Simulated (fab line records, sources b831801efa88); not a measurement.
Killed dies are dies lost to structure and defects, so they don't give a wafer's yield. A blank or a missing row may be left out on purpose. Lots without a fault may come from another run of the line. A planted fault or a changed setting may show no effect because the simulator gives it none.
Split-lot experiment | flow sky130 | 5 lots, 23 wafers read, on a route of 708 steps

THE SPLIT
At SKY_CAPM_SPUTTER_02 (material TiN, target thk 200 nm, time 166.7 s), the setting time_s was moved away from the recipe's 166.7 s on 11 of the 23 wafers read, by -14.7% to +8.2%. The other wafers ran this setting at the recipe's value.

FROM THE SPLIT TO THE READING: what the file shows between them, 2 steps
- SKY_CAPM_RS_MEAS_03: measures by four-point-probe
- SKY_CAPM_THK_MEAS_04: measures by xrf

THE READING
oes_product_au, in a.u., at SKY_CAPM_METAL_ETCH_13 (etches TiN in Cl2/BCl3, stops on SiO2, target depth 220 nm, time 62.9 s). Fault-free wafers of this fab line usually give 0.938 a.u., standard deviation 0.0085 a.u..

wafer  | tool, chamber at the split | time_s as run, s | against the recipe | oes_product_au, a.u. | against lot-mates on the recipe
L074.1 | pvd_sputter-04, -          | 158.2            | -5.1%              | 0.925                | -0.020
L074.2 | pvd_sputter-04, -          | 166.7            | recipe             | 0.949                | -
L074.4 | pvd_sputter-04, -          | 158.2            | -5.1%              | 0.909                | -0.036
L074.5 | pvd_sputter-04, -          | 166.7            | recipe             | 0.942                | -
L074.6 | pvd_sputter-04, -          | 158.2            | -5.1%              | 0.915                | -0.030
L078.1 | pvd_sputter-03, -          | 142.2            | -14.7%             | 0.847                | -0.096
L078.2 | pvd_sputter-03, -          | 142.2            | -14.7%             | 0.866                | -0.077
L078.3 | pvd_sputter-03, -          | 142.2            | -14.7%             | 0.847                | -0.096
L078.5 | pvd_sputter-03, -          | 166.7            | recipe             | 0.942                | -
L078.6 | pvd_sputter-03, -          | 166.7            | recipe             | 0.944                | -
L079.1 | pvd_sputter-04, -          | 166.7            | recipe             | 0.925                | -
L079.4 | pvd_sputter-04, -          | 166.7            | recipe             | 0.930                | -
L079.5 | pvd_sputter-04, -          | 166.7            | recipe             | 0.931                | -
L080.1 | pvd_sputter-04, -          | 166.7            | recipe             | 0.935                | -
L080.2 | pvd_sputter-04, -          | 166.7            | recipe             | 0.928                | -
L080.4 | pvd_sputter-04, -          | 147.6            | -11.5%             | 0.869                | -0.060
L080.5 | pvd_sputter-04, -          | 147.6            | -11.5%             | 0.857                | -0.072
L080.6 | pvd_sputter-04, -          | 166.7            | recipe             | 0.925                | -
L082.2 | pvd_sputter-03, -          | 166.7            | recipe             | 0.949                | -
L082.3 | pvd_sputter-03, -          | 180.4            | +8.2%              | 0.980                | +0.044
L082.4 | pvd_sputter-03, -          | 180.4            | +8.2%              | 0.958                | +0.022
L082.5 | pvd_sputter-03, -          | 166.7            | recipe             | 0.923                | -
L082.6 | pvd_sputter-03, -          | 180.4            | +8.2%              | 0.974                | +0.038

THE FIT
A straight line over all 23 wafers: oes_product_au changes by +0.00533 a.u. for each +1% of time_s; r = +0.96; the points scatter about the line by 0.011 a.u..
The same after taking each lot's own level away (the mean of its wafers on the recipe; 23 wafers): +0.00555 a.u. for each +1%; r = +0.98; scatter 0.0085 a.u..
On that fit, the largest move of time_s shifts the reading by 0.082 a.u..
The lots' own levels span 0.9287 to 0.9455 a.u., that is 2.0 times the standard deviation above.
So the lot-to-lot level changes the slope little: the two slopes agree.
Check: with one of the wafers moved furthest among these (-14.7%) left out of the fit, the line predicts -0.0818 a.u. for it against its lot-mates. It came out at -0.096 a.u. against them.

THE WHOLE CHAIN: every reading that the file lists as answering this split, in the file's order
step                   | what it does                                                            | reading                                                                        | change (the file's fit)                   | r (the file's)
SKY_CAPM_SPUTTER_02    | material TiN, target thk 200 nm, time 166.7 s                           | TiN_of_CAPM_SPUTTER_02.thk_nm (the simulator's own value, which no gauge read) | +2.01 nm for each +1% of the setting      | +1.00
SKY_CAPM_RS_MEAS_03    | measures by four-point-probe                                            | CAPM_TIN_RS                                                                    | -0.0801 for each +1% of the setting       | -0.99
SKY_CAPM_THK_MEAS_04   | measures by xrf                                                         | CAPM_TIN_THK                                                                   | +1.99 for each +1% of the setting         | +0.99
SKY_CAPM_METAL_ETCH_13 | etches TiN in Cl2/BCl3, stops on SiO2, target depth 220 nm, time 62.9 s | oes_product_au                                                                 | +0.00571 a.u. for each +1% of the setting | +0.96

THE FILE'S OWN FIT
oes_product_au changes by +0.00571 a.u. for each +1% of time_s, r = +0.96.
